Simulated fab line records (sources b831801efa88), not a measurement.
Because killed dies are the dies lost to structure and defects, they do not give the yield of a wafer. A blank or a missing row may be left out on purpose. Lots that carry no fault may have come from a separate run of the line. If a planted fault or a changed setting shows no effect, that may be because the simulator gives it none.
Which tool is to blame? || flow sky130 || 18 wafers from 6 lots sampled at 3 of the route's 708 steps

== WHAT EACH GAUGE READ, for each wafer ==
SKY_POLY_CUT_OVL_MEAS_09.
{"lot": "L309", "measured": "day 25 04:09", "on": "overlay-01", "POLY_CUT_OVL (nm)": "7 1 9"}
{"lot": "L312", "measured": "day 26 06:09", "on": "overlay-01", "POLY_CUT_OVL (nm)": "6 6 13"}
{"lot": "L316", "measured": "day 27 21:46", "on": "overlay-02", "POLY_CUT_OVL (nm)": "5 7 1"}
{"lot": "L319", "measured": "day 28 19:21", "on": "overlay-02", "POLY_CUT_OVL (nm)": "-9 -11 -8"}
{"lot": "L324", "measured": "day 30 11:47", "on": "overlay-01", "POLY_CUT_OVL (nm)": "-5 5 -6"}
{"lot": "L327", "measured": "day 31 17:59", "on": "overlay-01", "POLY_CUT_OVL (nm)": "7 4 -2"}

== TOOL THAT RAN EACH LOT (tool first, then ch and the chambers of the sampled wafers, then the start) ==
{"lot": "L309", "SKY_POLY_GATE_STRIP_18": "plasma asher-01 ch 0,1, day 17 06:38", "SKY_LDD_LDN_IMPLANT_11": "implanter-01 ch 0, day 23 20:17"}
{"lot": "L312", "SKY_POLY_GATE_STRIP_18": "plasma asher-01 ch 0,1, day 18 09:26", "SKY_LDD_LDN_IMPLANT_11": "implanter-03 ch 0, day 24 22:46"}
{"lot": "L316", "SKY_POLY_GATE_STRIP_18": "plasma asher-04 ch 0,1, day 20 04:21", "SKY_LDD_LDN_IMPLANT_11": "implanter-03 ch 0, day 26 14:58"}
{"lot": "L319", "SKY_POLY_GATE_STRIP_18": "plasma asher-02 ch 0, day 21 03:16", "SKY_LDD_LDN_IMPLANT_11": "implanter-01 ch 0, day 27 12:30"}
{"lot": "L324", "SKY_POLY_GATE_STRIP_18": "plasma asher-02 ch 0,1, day 23 00:55", "SKY_LDD_LDN_IMPLANT_11": "implanter-01 ch 0, day 29 05:34"}
{"lot": "L327", "SKY_POLY_GATE_STRIP_18": "plasma asher-04 ch 0,1, day 24 06:27", "SKY_LDD_LDN_IMPLANT_11": "implanter-01 ch 0, day 30 10:52"}
- SKY_POLY_GATE_STRIP_18: strips in O2/N2.
- SKY_LDD_LDN_IMPLANT_11

== THE ANSWER, worked out from the rows above alone ==
Rule: the usual values come from the lots themselves. Put in order of their means at a reading, lots are off if they are a third of the lots or fewer, leave a main group of 4 or more, and stand apart from it by a gap of 3 or more times the standard deviation of the main group's means; of several such gaps the widest counts. Not used: any main group whose means are identical at the precision the tables above print for the reading. Also off: a lot with no number at a reading for which 4 or more lots have one. All remaining lots with rows at the step are treated as sound.
No lot is off at any reading shown: from this, nothing can be told.

== WHAT THE SIMULATOR HAD PUT IN ==
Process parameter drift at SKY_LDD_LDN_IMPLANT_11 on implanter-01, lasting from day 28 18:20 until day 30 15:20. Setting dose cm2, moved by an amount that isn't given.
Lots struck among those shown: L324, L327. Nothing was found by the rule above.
